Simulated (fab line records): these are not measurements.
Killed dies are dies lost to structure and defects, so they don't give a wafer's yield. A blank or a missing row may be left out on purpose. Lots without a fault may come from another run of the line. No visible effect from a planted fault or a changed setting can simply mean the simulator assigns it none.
A struck lot beside a sound one -- flow sky130 -- 14 steps out of a route of 708
Sound: wafers L443.1, L443.5, L443.6. Struck: wafer L446.3 (left out: L446.2, a lot-mate that was not struck); the cause follows at the end.
Order at every step that has rows: each side's tool, ch and its chambers, its first start. Under that, the readings that differ: sound wafers -- struck wafers -- difference of the means -- sigmas: that difference in standard deviations of wafers without a fault.
alike: a reading whose means differ by less than 2 such deviations, as well as words and numbers matching on both sides. not compared: withheld readings; readings where some wafer has no value; bounds like >300 that might hide an equal value; numbers whose values overlap and for which the record gives no deviation.
Wherever a step has rows on one side only, a row that says differs or no value, or a row with sigmas, the two part there. Numbers that don't overlap but have no deviation are shown without sigmas and don't part them. A reading missing from all wafers of one side parts the sides only when that side holds two or more wafers.

SKY_VIA1_STRIP_16: strips in O2/N2.
  sound on plasma asher-02 ch 0,1, day 37 07:53; struck on plasma asher-03 ch 0, day 38 13:43
  alike: drypump motor current A, oes product au, strip time to endpoint s
  not compared: rf hours counter h
then, 4 steps without rows for these wafers: SKY_VIA1_STRIP_17 (strips in post etch residue remover, time 1200 s); SKY_VIA1_CLEAN_18 (cleans in IPA, time 180 s); SKY_VIA1_CLEAN_19 (cleans in O3/DIW); SKY_VIA1_SPUTTER_20 (material TiN, target thk 20 nm, time 80 s).
SKY_VIA1_CVD_21: deposits W, target thk 270 nm, time 80.902 s.
  sound on cvd w-01 ch 0,1, day 37 08:32; struck on cvd w-01 ch 1, day 38 14:22
  alike: heater power w
SKY_VIA1_RS_MEAS_22: the measuring method here is four-point-probe.
  sound on film metro-03, day 37 08:38; struck on film metro-03, day 38 14:29
  alike: VIA1_W_RS
SKY_VIA1_THK_MEAS_23: measures by xrf.
  sound on film metro-03, day 37 08:45; struck on film metro-03, day 38 14:35
  alike: VIA1_W_THK
SKY_VIA1_CMP_24: polishes, stops on SiO2, t overpolish 15 s, target thk 0 nm.
  sound on cmp-02 ch 0,1,2, day 37 08:58; struck on cmp-02 ch 0, day 38 14:38
  alike: motor current A, overpolish run s, time to endpoint s
SKY_METAL2_SPUTTER_00: material Ti, target thk 15 nm, time 10 s.
  sound on pvd sputter-03, day 37 09:07; struck on pvd sputter-03, day 38 14:56
  alike: throttle valve pct
then, 2 steps without rows for these wafers: SKY_METAL2_SPUTTER_01 (material TiN, target thk 20 nm, time 16.7 s); SKY_METAL2_SPUTTER_02 (material AlCu, target thk 250 nm, time 13.3 s).
SKY_METAL2_SPUTTER_03: material Ti, target thk 5 nm, time 3.3 s.
  sound on pvd sputter-03, day 37 09:11; struck on pvd sputter-03, day 38 15:01
reading,sound,struck,difference,sigmas
model.Ti_of_METAL2_SPUTTER_03.thk nm (nm),5.136 4.935 5.04,4.658,-0.379,
  alike: throttle valve pct
SKY_METAL2_SPUTTER_04: material TiN, target thk 70 nm, time 58.3 s.
  sound on pvd sputter-03, day 37 09:12; struck on pvd sputter-03, day 38 15:02
  alike: throttle valve pct

WHERE THEY PART
Nowhere in this record.

WHY: what the simulator had put in
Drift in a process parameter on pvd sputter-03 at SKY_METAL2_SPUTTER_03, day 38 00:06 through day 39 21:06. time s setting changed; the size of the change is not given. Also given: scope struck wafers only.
